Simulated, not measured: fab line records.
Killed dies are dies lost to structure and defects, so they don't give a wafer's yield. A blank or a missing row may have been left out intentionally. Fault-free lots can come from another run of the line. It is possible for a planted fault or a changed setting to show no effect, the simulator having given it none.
Matching of chambers :: flow sky130 :: rieDiel-04 running SKY_VIA1_ETCH_15: 4 sister chambers
The step etches SiO2 in C4F8/O2/Ar, stops on TiN, target depth 351 nm, time 54 s. 14 wafers are shown with their chamber, then 7 later ones without.

== WAFERS PAIRED WITH THEIR CHAMBERS ==
wafer: L076.2
chamber: 1
oesProductAu (a.u.): 0.974

wafer: L076.4
chamber: 0
oesProductAu (a.u.): 0.978

wafer: L076.6
chamber: 1
oesProductAu (a.u.): 0.983

wafer: L080.1
chamber: 2
oesProductAu (a.u.): 0.977

wafer: L080.3
chamber: 1
oesProductAu (a.u.): 0.980

wafer: L080.4
chamber: 3
oesProductAu (a.u.): 0.981

wafer: L083.1
chamber: 3
oesProductAu (a.u.): 0.981

wafer: L083.3
chamber: 2
oesProductAu (a.u.): 0.976

wafer: L083.6
chamber: 2
oesProductAu (a.u.): 0.986

wafer: L090.1
chamber: 3
oesProductAu (a.u.): 0.979

wafer: L090.2
chamber: 1
oesProductAu (a.u.): 0.989

wafer: L090.5
chamber: 2
oesProductAu (a.u.): 0.980

wafer: L093.2
chamber: 1
oesProductAu (a.u.): 0.978

wafer: L093.4
chamber: 3
oesProductAu (a.u.): 0.973

SIGNATURES (averages over the wafers above)
reading: oesProductAu
chamber 0: 0.97800
chamber 1: 0.98080
chamber 2: 0.97975
chamber 3: 0.97850
scatter within a chamber: 0.0048
Rule: a wafer's distance from a chamber is the root of the sum, over the readings, of the square of ((its reading less the chamber's mean) divided by the reading's scatter). The wafer belongs to the nearest chamber; if the next one is less than 2 further off, it can't be placed. The scatter is the square root of a quotient: the sum, over the shown wafers, of each reading's squared deviation from its chamber's mean, divided by wafers minus chambers.

== WAFERS WITHOUT THEIR CHAMBER ==
wafer: L093.6
oesProductAu (a.u.): 0.979

wafer: L097.1
oesProductAu (a.u.): 0.982

wafer: L097.5
oesProductAu (a.u.): 0.983

wafer: L097.6
oesProductAu (a.u.): 0.978

wafer: L096.1
oesProductAu (a.u.): 0.983

wafer: L096.2
oesProductAu (a.u.): 0.970

wafer: L096.5
oesProductAu (a.u.): 0.987

== CHAMBER TAKEN BY EACH ==
wafer: L093.6
from the rows above: can't be placed: 3 or 2 or 0 or 1
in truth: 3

wafer: L097.1
from the rows above: can't be placed: 1 or 2 or 3 or 0
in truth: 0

wafer: L097.5
from the rows above: can't be placed: 1 or 2 or 3 or 0
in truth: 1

wafer: L097.6
from the rows above: can't be placed: 0 or 3 or 2 or 1
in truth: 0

wafer: L096.1
from the rows above: can't be placed: 1 or 2 or 3 or 0
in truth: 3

wafer: L096.2
from the rows above: can't be placed: 0 or 3 or 2 or 1
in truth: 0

wafer: L096.5
from the rows above: can't be placed: 1 or 2 or 3 or 0
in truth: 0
Placed correctly: 0 of 7. Unplaceable from these rows: 7, with the true chamber sitting among the candidates in 7. 0 placed wrongly.
